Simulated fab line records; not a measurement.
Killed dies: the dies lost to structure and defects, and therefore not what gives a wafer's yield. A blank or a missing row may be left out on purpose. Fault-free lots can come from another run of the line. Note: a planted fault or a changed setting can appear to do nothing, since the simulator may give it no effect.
Which tool did it? | flow sky130 | 39 wafers from 13 lots sampled at 5 of the route's 708 steps

== WHAT THE GAUGES SHOWED, per wafer ==
SKY_SONOS_TUNNEL_OVL_MEAS_08. Usual: for SONOS_TUNNEL_OVL the level is 0.6 nm and the standard deviation is 1.3.
lot  | measured     | on         | SONOS_TUNNEL_OVL (nm) | flag
L365 | day 11 19:31 | overlay-01 | 2.3 -1.2 2.0          |
L367 | day 12 11:41 | overlay-02 | 0.8 0.5 2.3           |
L366 | day 12 13:19 | overlay-01 | -0.5 0.2 -0.6         |
L369 | day 12 18:49 | overlay-01 | 0.7 1.0 0.1           |
L372 | day 13 18:38 | overlay-02 | 0.4 1.9 -1.0          |
L374 | day 14 08:41 | overlay-02 | -0.3 -0.5 -2.3        |
L376 | day 14 19:46 | overlay-01 | 1.4 0.5 1.4           |
L377 | day 15 11:28 | overlay-01 | -1.4 -0.9 -0.9        |
L379 | day 15 20:49 | overlay-02 | 0.1 0.4 0.0           |
L380 | day 16 04:17 | overlay-01 | 0.9 1.8 0.1           |
L383 | day 17 11:25 | overlay-01 | 0.7 -0.5 -1.2         |
L385 | day 17 22:28 | overlay-01 | 1.0 1.3 1.1           |
L386 | day 18 07:25 | overlay-02 | 2.2 1.5 0.9           |

SKY_GATE_OXIDE_OVL_MEAS_10. Usual: for GATE_OXIDE_OVL the level is 0.5 nm and the standard deviation is 1.5.
lot  | measured     | on         | GATE_OXIDE_OVL (nm) | flag
L365 | day 14 04:58 | overlay-01 | 0.0 1.1 -1.1        |
L367 | day 14 22:18 | overlay-02 | 0.9 -0.2 0.7        |
L366 | day 14 23:30 | overlay-01 | -2.1 -0.7 -1.9      |
L369 | day 15 06:42 | overlay-02 | 1.3 2.2 0.7         |
L372 | day 16 09:00 | overlay-01 | -1.8 1.1 0.9        |
L374 | day 16 21:23 | overlay-02 | 0.6 -2.5 -0.1       |
L376 | day 17 10:16 | overlay-01 | 2.2 0.6 1.4         |
L377 | day 18 03:03 | overlay-02 | 0.1 -1.6 -1.8       |
L379 | day 18 12:11 | overlay-01 | 1.4 0.3 2.8         |
L380 | day 18 22:04 | overlay-01 | 1.7 0.5 1.0         |
L383 | day 20 09:51 | overlay-01 | 1.1 -0.9 1.0        |
L385 | day 20 23:57 | overlay-02 | -0.4 0.1 0.5        |
L386 | day 21 08:26 | overlay-01 | 0.9 0.0 -1.7        |

SKY_POLY_GATE_CD_MEAS_13 targets a cd of 150 nm. Usual: cd_nm reads 149.9 nm (standard deviation 1.4).
lot  | measured     | on        | cd_nm (nm)        | flag
L365 | day 17 20:37 | cd_sem-02 | 147.9 148.7 148.8 |
L367 | day 17 22:01 | cd_sem-02 | 146.9 147.9 147.2 |
L366 | day 17 21:25 | cd_sem-01 | 149.6 150.4 150.2 |
L369 | day 17 23:19 | cd_sem-01 | 148.0 148.6 149.5 |
L372 | day 19 03:52 | cd_sem-01 | 148.9 150.1 149.1 |
L374 | day 19 16:54 | cd_sem-02 | 150.3 150.0 150.3 |
L376 | day 20 05:10 | cd_sem-02 | 148.6 148.3 147.1 |
L377 | day 20 21:44 | cd_sem-01 | 161.9 161.4 160.5 | OFF
L379 | day 21 08:11 | cd_sem-02 | 149.9 150.5 149.4 |
L380 | day 21 17:38 | cd_sem-02 | 150.2 150.6 152.0 |
L383 | day 23 05:18 | cd_sem-02 | 148.2 149.4 149.6 |
L385 | day 23 17:14 | cd_sem-02 | 152.2 151.5 151.7 |
L386 | day 24 02:17 | cd_sem-01 | 151.1 149.7 150.4 |

== WHAT TOOL EACH LOT RAN ON (gives the tool, then ch and the chambers of the sampled wafers, and finally the start) ==
lot  | SKY_VT_ADJUST_HVTR_STRIP_10          | SKY_POLY_GATE_EXPOSE_10
L365 | plasma_asher-01 ch 0,1, day 9 20:11  | krf_scanner-01 ch 0, day 17 05:58
L367 | plasma_asher-04 ch 0,1, day 10 11:33 | krf_scanner-01 ch 0, day 17 07:08
L366 | plasma_asher-04 ch 0,1, day 10 13:24 | krf_scanner-02 ch 0, day 17 06:53
L369 | plasma_asher-01 ch 0,1, day 10 18:48 | krf_scanner-01 ch 0, day 17 08:38
L372 | plasma_asher-01 ch 0,1, day 11 16:40 | krf_scanner-02 ch 0, day 18 12:56
L374 | plasma_asher-04 ch 0,1, day 12 06:01 | krf_scanner-02 ch 0, day 19 01:34
L376 | plasma_asher-01 ch 0,1, day 12 16:42 | krf_scanner-02 ch 0, day 19 13:34
L377 | plasma_asher-01 ch 0,1, day 13 08:00 | krf_scanner-02 ch 0, day 20 06:49
L379 | plasma_asher-01 ch 0,1, day 13 16:34 | krf_scanner-01 ch 0, day 20 16:59
L380 | plasma_asher-01 ch 0,1, day 13 22:53 | krf_scanner-02 ch 0, day 21 02:46
L383 | plasma_asher-02 ch 0,1, day 15 03:42 | krf_scanner-01 ch 0, day 22 14:25
L385 | plasma_asher-01 ch 0,1, day 15 12:54 | krf_scanner-01 ch 0, day 23 02:27
L386 | plasma_asher-04 ch 1, day 15 20:22   | krf_scanner-02 ch 0, day 23 10:52
- SKY_VT_ADJUST_HVTR_STRIP_10: strips in O2/N2.
- SKY_POLY_GATE_EXPOSE_10: exposes mask P1M, target cd 150 nm.

== AS READ BY THE TOOLS THEMSELVES (means over the sampled wafers that have a number; for cases with no such wafer, the mark the record gives instead) ==
SKY_VT_ADJUST_HVTR_STRIP_10. Usual: drypump_motor_current_A 6.1 A, standard deviation 0.43; oes_product_au 0.715 a.u., standard deviation 0.0044; strip_time_to_endpoint_s 14.18 s, standard deviation 0.043.
lot  | tool            | drypump_motor_current_A (A) | oes_product_au (a.u.) | strip_time_to_endpoint_s (s) | flag
L365 | plasma_asher-01 | 5.9                         | 0.714                 | 14.21                        |
L367 | plasma_asher-04 | 6.0                         | 0.715                 | 14.19                        |
L366 | plasma_asher-04 | 6.3                         | 0.720                 | 14.17                        |
L369 | plasma_asher-01 | 5.8                         | 0.716                 | 14.23                        |
L372 | plasma_asher-01 | 5.9                         | 0.715                 | 14.17                        |
L374 | plasma_asher-04 | 6.0                         | 0.716                 | 14.22                        |
L376 | plasma_asher-01 | 5.9                         | 0.714                 | 14.11                        |
L377 | plasma_asher-01 | 5.9                         | 0.719                 | 14.16                        |
L379 | plasma_asher-01 | 5.9                         | 0.715                 | 14.20                        |
L380 | plasma_asher-01 | 5.9                         | 0.711                 | 14.12                        |
L383 | plasma_asher-02 | 6.6                         | 0.719                 | 14.16                        |
L385 | plasma_asher-01 | 5.8                         | 0.714                 | 14.21                        |
L386 | plasma_asher-04 | 6.6                         | 0.717                 | 14.17                        |

== THE ANSWER, worked out from the rows above alone ==
Rule: take the mean of a lot's wafers that have a number; if it is more than 3 standard deviations from the usual mean, the lot is off. Also off: a lot with no number at a reading for which 4 or more lots have one. Any other lot the step has rows for is counted as sound. Order of review: gauges by route order, followed by the tools' own readings, for which a lot's mean as printed above is used. At the first step where some lot is off, the reading lying furthest off is the one used; lots without a number count as furthest.
Off: L377 (SKY_POLY_GATE_CD_MEAS_13, cd_nm).
A tool fits if, at a process step before that reading, it ran every lot that is off, and no sound lot after the first of them. Those tools and the gauges at SKY_POLY_GATE_CD_MEAS_13 are tried in the same way. Not one of the candidates tried fits.

== WHAT THE SIMULATOR HAD PUT IN ==
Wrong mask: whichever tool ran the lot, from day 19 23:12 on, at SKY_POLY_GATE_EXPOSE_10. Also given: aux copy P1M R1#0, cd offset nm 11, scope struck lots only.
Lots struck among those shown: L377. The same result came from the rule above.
